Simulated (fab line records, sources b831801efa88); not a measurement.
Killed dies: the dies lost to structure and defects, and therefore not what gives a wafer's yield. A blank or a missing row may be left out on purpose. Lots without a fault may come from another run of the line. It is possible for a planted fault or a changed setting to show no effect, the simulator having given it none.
Which tool is to blame? + flow gf180mcu + 9 lots with 27 wafers sampled at 3 steps, on a route of 602 steps

## WHAT THE GAUGES READ, wafer by wafer
GF_M2_RS_MEAS_05: measures by four-point-probe.
| lot  | measured     | on            | M2_ALCU_RS (ohm/sq)                       |
|------|--------------|---------------|-------------------------------------------|
| L868 | day 18 00:37 | film-metro-04 | 0.0693 0.0696 0.0691                      |
| L872 | day 19 13:01 | film-metro-04 | 0.0708 0.0705 0.0697                      |
| L873 | day 19 23:07 | film-metro-04 | 0.0701 0.0695 0.0699                      |
| L878 | day 22 06:02 | film-metro-03 | 0.0699 0.0694 0.0693                      |
| L880 | day 22 17:01 | film-metro-04 | 0.0700 0.0697 0.0704                      |
| L881 | day 23 07:26 | film-metro-02 | 0.0567 0.0572 0.0568 0.0567 0.0571 0.0569 |
| L883 | day 24 02:40 | film-metro-04 | 0.0567 0.0569 0.0570 0.0565 0.0569 0.0569 |
| L884 | day 24 11:18 | film-metro-02 | 0.0698 0.0701 0.0703                      |
| L891 | day 26 07:52 | film-metro-03 | 0.0692 0.0695 0.0697                      |

## TOOL THAT RAN EACH LOT (tool first, then ch and the chambers of the sampled wafers, then the start)
| lot  | GF_V1_STRIP_18                       | GF_M2_SPUTTER_02             |
|------|--------------------------------------|------------------------------|
| L868 | plasma-asher-02 ch 0,1, day 17 23:11 | pvd-sputter-02, day 18 00:32 |
| L872 | plasma-asher-04 ch 0,1, day 19 11:31 | pvd-sputter-02, day 19 12:53 |
| L873 | plasma-asher-02 ch 0,1, day 19 21:38 | pvd-sputter-02, day 19 23:00 |
| L878 | plasma-asher-03 ch 0,1, day 22 04:28 | pvd-sputter-01, day 22 05:57 |
| L880 | plasma-asher-02 ch 1, day 22 15:34   | pvd-sputter-01, day 22 16:55 |
| L881 | plasma-asher-02 ch 0,1, day 23 05:58 | pvd-sputter-02, day 23 07:20 |
| L883 | plasma-asher-02 ch 0,1, day 24 01:12 | pvd-sputter-02, day 24 02:35 |
| L884 | plasma-asher-03 ch 0,1, day 24 09:49 | pvd-sputter-04, day 24 11:13 |
| L891 | plasma-asher-04 ch 1, day 26 06:25   | pvd-sputter-01, day 26 07:47 |
- GF_V1_STRIP_18: strips in O2/N2.
- GF_M2_SPUTTER_02: material AlCu, target thk 450 nm, time 23.9 s.

## THE ANSWER, worked out from the rows above alone
Rule: usual is defined by the lots themselves. The widest of any qualifying gaps counts: lots, ordered by their means at a reading, are off when they make up no more than a third of the lots, leave a main group of 4 or more, and stand apart from it by 3 or more times the standard deviation of that group's means. If all means in a main group match to the digits the tables above print for the reading, that group is not used. Also off: a lot with no number at a reading for which 4 or more lots have one. Any other lot the step has rows for is counted as sound.
Off: L881, L883, seen at GF_M2_RS_MEAS_05 (M2_ALCU_RS). Mean 0.0698 ohm/sq and standard deviation 0.00034 in the main group.
A tool fits if, at a process step before that reading, it ran every lot that is off, and no sound lot after the first of them. The gauges at GF_M2_RS_MEAS_05 are tried like those tools. 2 tools fit, plasma-asher-02 at GF_V1_STRIP_18 and pvd-sputter-02 at GF_M2_SPUTTER_02, so this cannot tell which one it is.

## WHAT THE SIMULATOR HAD INSERTED
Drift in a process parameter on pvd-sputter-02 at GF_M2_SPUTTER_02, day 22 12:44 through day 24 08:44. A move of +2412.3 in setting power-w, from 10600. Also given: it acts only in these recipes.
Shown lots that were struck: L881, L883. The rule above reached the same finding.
